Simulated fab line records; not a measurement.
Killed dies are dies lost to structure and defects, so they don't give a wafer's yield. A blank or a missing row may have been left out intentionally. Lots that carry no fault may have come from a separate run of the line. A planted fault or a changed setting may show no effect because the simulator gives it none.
Which tool is to blame? || flow gf180mcu || 11 lots with 33 wafers sampled at 6 steps, on a route of 602 steps

== WHAT THE GAUGES READ, wafer by wafer ==
GF_V2_THK_MEAS_03. Usual: V2_CVD_02_THK gives 849 nm (standard deviation 11).
{"lot": "L774", "measured": "day 19 12:24", "on": "film metro-01", "V2_CVD_02_THK (nm)": "829 849 843", "flag": ""}
{"lot": "L776", "measured": "day 20 06:44", "on": "film metro-01", "V2_CVD_02_THK (nm)": "846 863 857", "flag": ""}
{"lot": "L778", "measured": "day 21 00:44", "on": "film metro-01", "V2_CVD_02_THK (nm)": "851 856 859", "flag": ""}
{"lot": "L780", "measured": "day 21 23:22", "on": "film metro-02", "V2_CVD_02_THK (nm)": "844 865 865", "flag": ""}
{"lot": "L783", "measured": "day 23 11:40", "on": "film metro-02", "V2_CVD_02_THK (nm)": "842 850 860", "flag": ""}
{"lot": "L785", "measured": "day 24 00:31", "on": "film metro-01", "V2_CVD_02_THK (nm)": "839 849 1414", "flag": "OFF"}
{"lot": "L787", "measured": "day 24 08:04", "on": "film metro-03", "V2_CVD_02_THK (nm)": "1401 843 869", "flag": "OFF"}
{"lot": "L788", "measured": "day 24 21:50", "on": "film metro-03", "V2_CVD_02_THK (nm)": "858 856 858", "flag": ""}
{"lot": "L793", "measured": "day 26 03:52", "on": "film metro-02", "V2_CVD_02_THK (nm)": "850 842 850", "flag": ""}
{"lot": "L794", "measured": "day 26 12:25", "on": "film metro-02", "V2_CVD_02_THK (nm)": "837 838 834", "flag": ""}
{"lot": "L795", "measured": "day 26 18:08", "on": "film metro-03", "V2_CVD_02_THK (nm)": "857 861 861", "flag": ""}

GF_V2_THK_MEAS_25: measures by xrf. Usual: V2_W_THK gives 363 nm (standard deviation 9.1).
{"lot": "L774", "measured": "day 20 14:07", "on": "film metro-02", "V2_W_THK (nm)": "365 365 380", "flag": ""}
{"lot": "L776", "measured": "day 21 07:41", "on": "film metro-03", "V2_W_THK (nm)": "361 361 359", "flag": ""}
{"lot": "L778", "measured": "day 22 01:59", "on": "film metro-02", "V2_W_THK (nm)": "375 368 359", "flag": ""}
{"lot": "L780", "measured": "day 23 00:14", "on": "film metro-02", "V2_W_THK (nm)": "355 357 353", "flag": ""}
{"lot": "L783", "measured": "day 24 10:56", "on": "film metro-01", "V2_W_THK (nm)": "358 358 354", "flag": ""}
{"lot": "L785", "measured": "day 25 00:27", "on": "film metro-02", "V2_W_THK (nm)": "359 377 361", "flag": ""}
{"lot": "L787", "measured": "day 25 07:39", "on": "film metro-03", "V2_W_THK (nm)": "354 353 351", "flag": ""}
{"lot": "L788", "measured": "day 25 20:27", "on": "film metro-03", "V2_W_THK (nm)": "357 358 359", "flag": ""}
{"lot": "L793", "measured": "day 27 02:04", "on": "film metro-01", "V2_W_THK (nm)": "356 363 354", "flag": ""}
{"lot": "L794", "measured": "day 27 10:28", "on": "film metro-02", "V2_W_THK (nm)": "362 377 361", "flag": ""}
{"lot": "L795", "measured": "day 27 15:01", "on": "film metro-03", "V2_W_THK (nm)": "361 357 358", "flag": ""}

== TOOL THAT RAN EACH LOT (tool first, then ch and the chambers of the sampled wafers, then the start) ==
{"lot": "L774", "GF_V1_ETCH_17": "rie diel-01 ch 0,3, day 19 12:20 or earlier", "GF_V2_CVD_02": "pecvd-03 ch 0,1, day 19 12:20", "GF_V2_CMP_04": "cmp-02 ch 0,1, day 19 12:28", "GF_V2_STRIP_18": "plasma asher-03 ch 0,1, day 20 13:10"}
{"lot": "L776", "GF_V1_ETCH_17": "rie diel-04 ch 0,2,3, day 20 06:39 or earlier", "GF_V2_CVD_02": "pecvd-03 ch 1,2, day 20 06:39", "GF_V2_CMP_04": "cmp-01 ch 0,3, day 20 06:47", "GF_V2_STRIP_18": "plasma asher-03 ch 0,1, day 21 06:50"}
{"lot": "L778", "GF_V1_ETCH_17": "rie diel-01 ch 2,3, day 21 00:40 or earlier", "GF_V2_CVD_02": "pecvd-03 ch 0,1,2, day 21 00:40", "GF_V2_CMP_04": "cmp-02 ch 2,3, day 21 00:46", "GF_V2_STRIP_18": "plasma asher-02 ch 0,1, day 22 01:05"}
{"lot": "L780", "GF_V1_ETCH_17": "rie diel-01 ch 2,3, day 21 23:17 or earlier", "GF_V2_CVD_02": "pecvd-04 ch 0,1,2, day 21 23:17", "GF_V2_CMP_04": "cmp-01 ch 1,3, day 21 23:33", "GF_V2_STRIP_18": "plasma asher-01 ch 0,1, day 22 23:23"}
{"lot": "L783", "GF_V1_ETCH_17": "rie diel-01 ch 0,2,3, day 23 11:35 or earlier", "GF_V2_CVD_02": "pecvd-03 ch 1,2, day 23 11:35", "GF_V2_CMP_04": "cmp-02 ch 2,3, day 23 11:43", "GF_V2_STRIP_18": "plasma asher-03 ch 0,1, day 24 10:03"}
{"lot": "L785", "GF_V1_ETCH_17": "rie diel-03 ch 1,3, day 24 00:26 or earlier", "GF_V2_CVD_02": "pecvd-03 ch 0,1,2, day 24 00:26", "GF_V2_CMP_04": "cmp-02 ch 0,2,3, day 24 00:40", "GF_V2_STRIP_18": "plasma asher-01 ch 0,1, day 24 23:33"}
{"lot": "L787", "GF_V1_ETCH_17": "rie diel-03 ch 0,1,2, day 24 07:59 or earlier", "GF_V2_CVD_02": "pecvd-03 ch 0,1,2, day 24 07:59", "GF_V2_CMP_04": "cmp-01 ch 0,2,3, day 24 08:07", "GF_V2_STRIP_18": "plasma asher-02 ch 0,1, day 25 06:42"}
{"lot": "L788", "GF_V1_ETCH_17": "rie diel-03 ch 1,2, day 24 21:44 or earlier", "GF_V2_CVD_02": "pecvd-04 ch 0,2, day 24 21:44", "GF_V2_CMP_04": "cmp-01 ch 0,3, day 24 21:52", "GF_V2_STRIP_18": "plasma asher-02 ch 0,1, day 25 19:35"}
{"lot": "L793", "GF_V1_ETCH_17": "rie diel-04 ch 1,2,3, day 26 03:48 or earlier", "GF_V2_CVD_02": "pecvd-04 ch 1,2, day 26 03:48", "GF_V2_CMP_04": "cmp-01 ch 0,2,3, day 26 03:56", "GF_V2_STRIP_18": "plasma asher-01 ch 0,1, day 27 01:12"}
{"lot": "L794", "GF_V1_ETCH_17": "rie diel-01 ch 0,1,2, day 26 12:20 or earlier", "GF_V2_CVD_02": "pecvd-04 ch 0,1,2, day 26 12:20", "GF_V2_CMP_04": "cmp-02 ch 0,1,3, day 26 12:28", "GF_V2_STRIP_18": "plasma asher-02 ch 0,1, day 27 09:35"}
{"lot": "L795", "GF_V1_ETCH_17": "rie diel-04 ch 1,3, day 26 18:04 or earlier", "GF_V2_CVD_02": "pecvd-04 ch 0,2, day 26 18:04", "GF_V2_CMP_04": "cmp-02 ch 0,2, day 26 18:14", "GF_V2_STRIP_18": "plasma asher-03 ch 0,1, day 27 14:08"}
- GF_V1_ETCH_17: etches SiO2 in C4F8/O2/Ar, stops on TiN, target depth 630 nm.
- GF_V2_CVD_02: deposits SiO2 from TEOS, target thk 850 nm, time 94.851 s.
- GF_V2_CMP_04: polishes SiO2.
- GF_V2_STRIP_18: strips in O2/N2.

== AS READ BY THE TOOLS THEMSELVES (means over the sampled wafers that have a number; for cases with no such wafer, the mark the record gives instead) ==
GF_V1_ETCH_17. Usual: oes product au at 0.856 a.u., with a standard deviation of 0.0046.
{"lot": "L774", "tool": "rie diel-01", "oes product au (a.u.)": 0.855, "flag": ""}
{"lot": "L776", "tool": "rie diel-04", "oes product au (a.u.)": 0.855, "flag": ""}
{"lot": "L778", "tool": "rie diel-01", "oes product au (a.u.)": 0.854, "flag": ""}
{"lot": "L780", "tool": "rie diel-01", "oes product au (a.u.)": 0.856, "flag": ""}
{"lot": "L783", "tool": "rie diel-01", "oes product au (a.u.)": 0.852, "flag": ""}
{"lot": "L785", "tool": "rie diel-03", "oes product au (a.u.)": 0.852, "flag": ""}
{"lot": "L787", "tool": "rie diel-03", "oes product au (a.u.)": 0.858, "flag": ""}
{"lot": "L788", "tool": "rie diel-03", "oes product au (a.u.)": 0.859, "flag": ""}
{"lot": "L793", "tool": "rie diel-04", "oes product au (a.u.)": 0.853, "flag": ""}
{"lot": "L794", "tool": "rie diel-01", "oes product au (a.u.)": 0.856, "flag": ""}
{"lot": "L795", "tool": "rie diel-04", "oes product au (a.u.)": 0.855, "flag": ""}

GF_V2_CVD_02. Usual: heater power w at 667 W, with a standard deviation of 94.
{"lot": "L774", "tool": "pecvd-03", "heater power w (W)": 629, "flag": ""}
{"lot": "L776", "tool": "pecvd-03", "heater power w (W)": 731, "flag": ""}
{"lot": "L778", "tool": "pecvd-03", "heater power w (W)": 685, "flag": ""}
{"lot": "L780", "tool": "pecvd-04", "heater power w (W)": 685, "flag": ""}
{"lot": "L783", "tool": "pecvd-03", "heater power w (W)": 673, "flag": ""}
{"lot": "L785", "tool": "pecvd-03", "heater power w (W)": 629, "flag": ""}
{"lot": "L787", "tool": "pecvd-03", "heater power w (W)": 666, "flag": ""}
{"lot": "L788", "tool": "pecvd-04", "heater power w (W)": 578, "flag": ""}
{"lot": "L793", "tool": "pecvd-04", "heater power w (W)": 702, "flag": ""}
{"lot": "L794", "tool": "pecvd-04", "heater power w (W)": 656, "flag": ""}
{"lot": "L795", "tool": "pecvd-04", "heater power w (W)": 633, "flag": ""}

GF_V2_CMP_04. Usual: motor current A 12.5 A, standard deviation 1.5; slurry filter dp kPa 13.49 kPa, standard deviation 0.13; slurry flow ml min 150.0, standard deviation 0.52; time to endpoint s 77 s, standard deviation 4.9.
{"lot": "L774", "tool": "cmp-02", "motor current A (A)": 12.1, "slurry filter dp kPa (kPa)": 13.38, "slurry flow ml min": 150.1, "time to endpoint s (s)": 74, "flag": ""}
{"lot": "L776", "tool": "cmp-01", "motor current A (A)": 12.1, "slurry filter dp kPa (kPa)": 13.46, "slurry flow ml min": 150.0, "time to endpoint s (s)": 82, "flag": ""}
{"lot": "L778", "tool": "cmp-02", "motor current A (A)": 14.2, "slurry filter dp kPa (kPa)": 13.43, "slurry flow ml min": 150.2, "time to endpoint s (s)": 77, "flag": ""}
{"lot": "L780", "tool": "cmp-01", "motor current A (A)": 13.3, "slurry filter dp kPa (kPa)": 13.52, "slurry flow ml min": 149.7, "time to endpoint s (s)": 80, "flag": ""}
{"lot": "L783", "tool": "cmp-02", "motor current A (A)": 12.7, "slurry filter dp kPa (kPa)": 13.52, "slurry flow ml min": 149.6, "time to endpoint s (s)": 76, "flag": ""}
{"lot": "L785", "tool": "cmp-02", "motor current A (A)": 13.5, "slurry filter dp kPa (kPa)": 13.55, "slurry flow ml min": 150.2, "time to endpoint s (s)": 140, "flag": "OFF"}
{"lot": "L787", "tool": "cmp-01", "motor current A (A)": 11.7, "slurry filter dp kPa (kPa)": 13.49, "slurry flow ml min": 150.0, "time to endpoint s (s)": 150, "flag": "OFF"}
{"lot": "L788", "tool": "cmp-01", "motor current A (A)": 11.7, "slurry filter dp kPa (kPa)": 13.46, "slurry flow ml min": 149.9, "time to endpoint s (s)": 87, "flag": ""}
{"lot": "L793", "tool": "cmp-01", "motor current A (A)": 11.6, "slurry filter dp kPa (kPa)": 13.53, "slurry flow ml min": 149.8, "time to endpoint s (s)": 78, "flag": ""}
{"lot": "L794", "tool": "cmp-02", "motor current A (A)": 11.8, "slurry filter dp kPa (kPa)": 13.43, "slurry flow ml min": 149.9, "time to endpoint s (s)": 68, "flag": ""}
{"lot": "L795", "tool": "cmp-02", "motor current A (A)": 13.9, "slurry filter dp kPa (kPa)": 13.53, "slurry flow ml min": 149.6, "time to endpoint s (s)": 79, "flag": ""}

GF_V2_STRIP_18. Usual: drypump motor current A 5.5 A, standard deviation 0.49; heater power w 345 W, standard deviation 27; oes product au 0.593 a.u., standard deviation 0.0048.
{"lot": "L774", "tool": "plasma asher-03", "drypump motor current A (A)": 5.0, "heater power w (W)": 343, "oes product au (a.u.)": 0.592, "flag": ""}
{"lot": "L776", "tool": "plasma asher-03", "drypump motor current A (A)": 5.0, "heater power w (W)": 344, "oes product au (a.u.)": 0.596, "flag": ""}
{"lot": "L778", "tool": "plasma asher-02", "drypump motor current A (A)": 5.9, "heater power w (W)": 364, "oes product au (a.u.)": 0.597, "flag": ""}
{"lot": "L780", "tool": "plasma asher-01", "drypump motor current A (A)": 5.3, "heater power w (W)": 327, "oes product au (a.u.)": 0.594, "flag": ""}
{"lot": "L783", "tool": "plasma asher-03", "drypump motor current A (A)": 4.9, "heater power w (W)": 337, "oes product au (a.u.)": 0.588, "flag": ""}
{"lot": "L785", "tool": "plasma asher-01", "drypump motor current A (A)": 5.3, "heater power w (W)": 350, "oes product au (a.u.)": 0.596, "flag": ""}
{"lot": "L787", "tool": "plasma asher-02", "drypump motor current A (A)": 5.9, "heater power w (W)": 366, "oes product au (a.u.)": 0.595, "flag": ""}
{"lot": "L788", "tool": "plasma asher-02", "drypump motor current A (A)": 6.0, "heater power w (W)": 347, "oes product au (a.u.)": 0.595, "flag": ""}
{"lot": "L793", "tool": "plasma asher-01", "drypump motor current A (A)": 5.2, "heater power w (W)": 346, "oes product au (a.u.)": 0.593, "flag": ""}
{"lot": "L794", "tool": "plasma asher-02", "drypump motor current A (A)": 6.0, "heater power w (W)": 344, "oes product au (a.u.)": 0.587, "flag": ""}
{"lot": "L795", "tool": "plasma asher-03", "drypump motor current A (A)": 4.9, "heater power w (W)": 335, "oes product au (a.u.)": 0.595, "flag": ""}

== THE ANSWER, worked out from the rows above alone ==
Rule: lot off if the mean of its wafers having a number is beyond 3 standard deviations from the usual mean. Also off: a lot with no number at a reading for which 4 or more lots have one. Any other lot the step has rows for is counted as sound. First the gauges in route order, then the tools' own readings, where a lot's mean is used as printed above. The first step at which some lot is off is used, and at that step the reading that is off furthest; a lot without a number counts as furthest.
Off: L785, L787, at GF_V2_THK_MEAS_03 (V2_CVD_02_THK).
If a tool, at a process step before that reading, ran all the lots that are off and no sound lot after the first of them, it fits. Not tried: the gauges at GF_V2_THK_MEAS_03; whatever is off there is also off at GF_V2_CMP_04, on other tools, and gauge error can't account for it. Because GF_V1_ETCH_17 lacks a start for some lots, the hours and order of its lots are taken from GF_V2_CVD_02. One fits: pecvd-03 at GF_V2_CVD_02. A fault onset in the window from L783 (day 23 11:35, its last sound lot) to L785 (day 24 00:26, its first lot off) fits.

== WHAT THE SIMULATOR HAD INSERTED ==
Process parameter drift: pecvd-03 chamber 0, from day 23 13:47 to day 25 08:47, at GF_V2_CVD_02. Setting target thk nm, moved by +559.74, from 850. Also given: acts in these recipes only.
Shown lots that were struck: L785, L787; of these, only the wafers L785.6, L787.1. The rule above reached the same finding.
